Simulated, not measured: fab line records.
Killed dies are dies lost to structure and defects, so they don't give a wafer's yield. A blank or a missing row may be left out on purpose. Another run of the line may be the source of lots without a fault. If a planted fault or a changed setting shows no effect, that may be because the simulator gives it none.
Which tool did it? | flow sfq line | 14 lots with 42 wafers sampled at 3 steps, on a route of 325 steps

WHAT THE GAUGES READ, wafer by wafer
SFQ_M7_OVL_MEAS_945.
lot  | measured     | on         | M7_OVL (nm)
L668 | day 67 08:04 | overlay-02 | 1 -1 -3
L669 | day 67 09:16 | overlay-02 | 3 3 8
L670 | day 67 10:28 | overlay-02 | 4 6 1
L671 | day 67 11:40 | overlay-02 | 1 -1 -4
L673 | day 67 14:04 | overlay-02 | 1 3 5
L674 | day 67 15:16 | overlay-02 | -2 -6 -3
L675 | day 67 16:28 | overlay-02 | -10 -2 0
L676 | day 67 18:28 | overlay-01 | -14 -8 -7
L677 | day 70 06:54 | overlay-02 | 5 3 2
L678 | day 70 09:13 | overlay-01 | 2 3 4
L681 | day 72 05:44 | overlay-01 | 2 6 6
L682 | day 73 15:37 | overlay-02 | 6 -2 7
L684 | day 74 15:28 | overlay-01 | 0 3 3
L687 | day 75 04:30 | overlay-01 | 1 -3 1

WHICH TOOL RAN EACH LOT (tool, then ch and the chambers of the sampled wafers, then the start)
lot  | SFQ_TRILAYER_L0_CAP_PECVD_011  | SFQ_TRILAYER_L0_VIA_ETCH_VIA_ETCH_016
L668 | pecvd-01 ch 0,1, day 4 05:43   | rie diel-02 ch 1,2, day 7 07:43
L669 | pecvd-04 ch 0,1, day 4 11:42   | rie diel-02 ch 1,2,3, day 7 16:04
L670 | pecvd-04 ch 0,1, day 4 20:06   | rie diel-02 ch 1,2,3, day 8 00:28
L671 | pecvd-03 ch 1,2, day 5 02:06   | rie diel-02 ch 0,1, day 8 08:59
L673 | pecvd-01 ch 0,1,2, day 5 15:52 | rie diel-02 ch 0,1,3, day 9 00:29
L674 | pecvd-03 ch 0,1, day 5 22:02   | rie diel-02 ch 0,1, day 9 12:35
L675 | pecvd-04 ch 0,2, day 6 02:40   | rie diel-03 ch 2,3, day 9 19:02
L676 | pecvd-03 ch 0,2, day 6 06:16   | rie diel-04 ch 0,1,2, day 9 22:38
L677 | pecvd-03 ch 0,1,2, day 6 09:22 | rie diel-02 ch 0,1,3, day 10 01:02
L678 | pecvd-01 ch 0,2, day 6 15:52   | rie diel-04 ch 1,2,3, day 10 04:38
L681 | pecvd-03 ch 0,1, day 7 10:04   | rie diel-02 ch 0,1,2, day 10 23:50
L682 | pecvd-03 ch 0,1,2, day 7 14:42 | rie diel-03 ch 0,2,3, day 11 04:12
L684 | pecvd-03 ch 0,2, day 8 02:38   | rie diel-02 ch 0,1,3, day 11 14:59
L687 | pecvd-04 ch 0,1, day 8 21:42   | rie diel-02 ch 0,2,3, day 12 07:47
- SFQ_TRILAYER_L0_CAP_PECVD_011: deposits SiO2 from SiH4/N2O, time 13.333 s, target thk 60 nm.
- SFQ_TRILAYER_L0_VIA_ETCH_VIA_ETCH_016: etches SiO2 in CHF3, stops on MoNx KI, target depth 80 nm.

AS READ BY THE TOOLS THEMSELVES (means over the sampled wafers that have a number; for cases with no such wafer, the mark the record gives instead)
SFQ_TRILAYER_L0_CAP_PECVD_011.
lot  | tool     | heater power w (W) | throttle valve pct (%)
L668 | pecvd-01 | 93                 | 25.6
L669 | pecvd-04 | 73                 | 24.1
L670 | pecvd-04 | 102                | 23.8
L671 | pecvd-03 | 78                 | 23.8
L673 | pecvd-01 | 87                 | 25.2
L674 | pecvd-03 | 65                 | 23.0
L675 | pecvd-04 | 68                 | 23.9
L676 | pecvd-03 | 72                 | 23.7
L677 | pecvd-03 | 74                 | 23.4
L678 | pecvd-01 | 84                 | 24.8
L681 | pecvd-03 | 79                 | 23.3
L682 | pecvd-03 | 69                 | 23.4
L684 | pecvd-03 | 67                 | 23.5
L687 | pecvd-04 | 71                 | 24.0

SFQ_TRILAYER_L0_VIA_ETCH_VIA_ETCH_016.
lot  | tool        | drypump motor current A (A) | oes product au (a.u.)
L668 | rie diel-02 | 5.4                         | 0.846
L669 | rie diel-02 | 5.7                         | 0.840
L670 | rie diel-02 | 5.7                         | 0.850
L671 | rie diel-02 | 5.1                         | 0.857
L673 | rie diel-02 | 5.6                         | 0.847
L674 | rie diel-02 | 5.1                         | 0.837
L675 | rie diel-03 | 6.2                         | 0.844
L676 | rie diel-04 | 6.0                         | 0.846
L677 | rie diel-02 | 5.6                         | 0.843
L678 | rie diel-04 | 6.0                         | 0.844
L681 | rie diel-02 | 5.3                         | 0.842
L682 | rie diel-03 | 5.8                         | 0.802
L684 | rie diel-02 | 5.6                         | 0.795
L687 | rie diel-02 | 5.4                         | 0.850

THE ANSWER, worked out from the rows above alone
Rule: the usual values come from the lots themselves. The widest of any qualifying gaps counts: lots, ordered by their means at a reading, are off when they make up no more than a third of the lots, leave a main group of 4 or more, and stand apart from it by 3 or more times the standard deviation of that group's means. Not used: any main group whose means are identical at the precision the tables above print for the reading. A lot without any number at a reading at which 4 lots or more have one is off too. Where the step has rows for the other lots, those lots are counted as sound. Order of review: gauges by route order, followed by the tools' own readings, for which a lot's mean as printed above is used. The first step at which some lot is off is used, and at that step the reading that is off furthest; a lot without a number counts as furthest.
Off at SFQ_TRILAYER_L0_VIA_ETCH_VIA_ETCH_016 (oes product au): L682, L684. The main group: mean 0.845 a.u., standard deviation 0.005.
If a tool, at that step or one of the process steps before it, ran each lot that is off and ran no sound lot following the first of them, it fits. One fits: SFQ_TRILAYER_L0_CAP_PECVD_011 on pecvd-03. Its last sound lot is L681 (day 7 10:04), its first lot that is off L682 (day 7 14:42): a fault that began between those two fits.

WHAT HAD BEEN PUT IN BY THE SIMULATOR
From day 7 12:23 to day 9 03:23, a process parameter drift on pecvd-03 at SFQ_TRILAYER_L0_CAP_PECVD_011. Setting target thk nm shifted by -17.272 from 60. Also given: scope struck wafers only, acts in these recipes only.
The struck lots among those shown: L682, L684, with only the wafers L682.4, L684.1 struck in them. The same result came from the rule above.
